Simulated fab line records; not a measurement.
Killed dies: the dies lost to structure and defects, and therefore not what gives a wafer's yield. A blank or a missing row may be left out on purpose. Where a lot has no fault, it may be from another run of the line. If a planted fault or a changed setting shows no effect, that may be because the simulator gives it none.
Matching of chambers    flow gf180mcu    rie si-02 running GF_POLY_GATE_ETCH_13: 3 sister chambers
The step etches poly-Si in HBr/Cl2, stops on SiO2, target depth 198.5 nm, time 69.6 s. 14 wafers are shown with their chamber, then 7 later ones without.

## WAFERS, EACH WITH ITS CHAMBER
wafer   chamber  drypump motor current A (A)  oes product au (a.u.)  mfc cl2 sccm (sccm)
L758.3  3        6.0                          0.989                  50.01
L758.4  2        5.0                          0.977                  50.02
L758.5  1        5.9                          0.962                  49.86
L759.2  3        6.0                          1.001                  50.27
L759.4  3        6.0                          1.001                  50.17
L759.5  2        5.1                          0.995                  50.01
L773.2  3        6.1                          0.996                  50.18
L773.3  2        5.0                          0.987                  49.92
L773.5  1        5.9                          0.962                  50.10
L774.1  2        5.0                          0.989                  49.89
L774.5  1        5.9                          0.977                  49.94
L774.6  2        5.0                          0.983                  49.57
L775.2  1        5.9                          0.965                  49.83
L775.4  2        5.0                          0.987                  50.13

SIGNATURES, as means of the wafers listed above
reading                  chamber 1  chamber 2  chamber 3  scatter within a chamber
drypump motor current A  5.900      5.017      6.025      0.0379
oes product au           0.96650    0.98633    0.99675    0.00626
mfc cl2 sccm             49.9325    49.9233    50.1575    0.155
Rule: a wafer's distance from a chamber is the root of the sum, over the readings, of the square of ((its reading less the chamber's mean) divided by the reading's scatter). The wafer belongs to the nearest chamber; if the next one is less than 2 further off, it can't be placed. The scatter is the square root of a quotient: the sum, over the shown wafers, of each reading's squared deviation from its chamber's mean, divided by wafers minus chambers.

## WAFERS WITHOUT THEIR CHAMBER
wafer   drypump motor current A (A)  oes product au (a.u.)  mfc cl2 sccm (sccm)
L775.6  5.0                          0.984                  50.14
L778.2  5.0                          0.993                  49.93
L778.3  6.1                          1.008                  50.03
L778.4  5.9                          0.971                  49.80
L779.2  5.0                          0.986                  49.86
L779.4  6.0                          0.999                  50.09
L779.5  6.0                          0.997                  49.97

## WHICH CHAMBER EACH WENT THROUGH
wafer   from the rows above  in truth
L775.6  2                    2
L778.2  2                    2
L778.3  3                    3
L778.4  1                    1
L779.2  2                    2
L779.4  3                    3
L779.5  3                    3
7 of 7 placed correctly. From these rows, 0 cannot be placed. Number placed wrongly: 0.
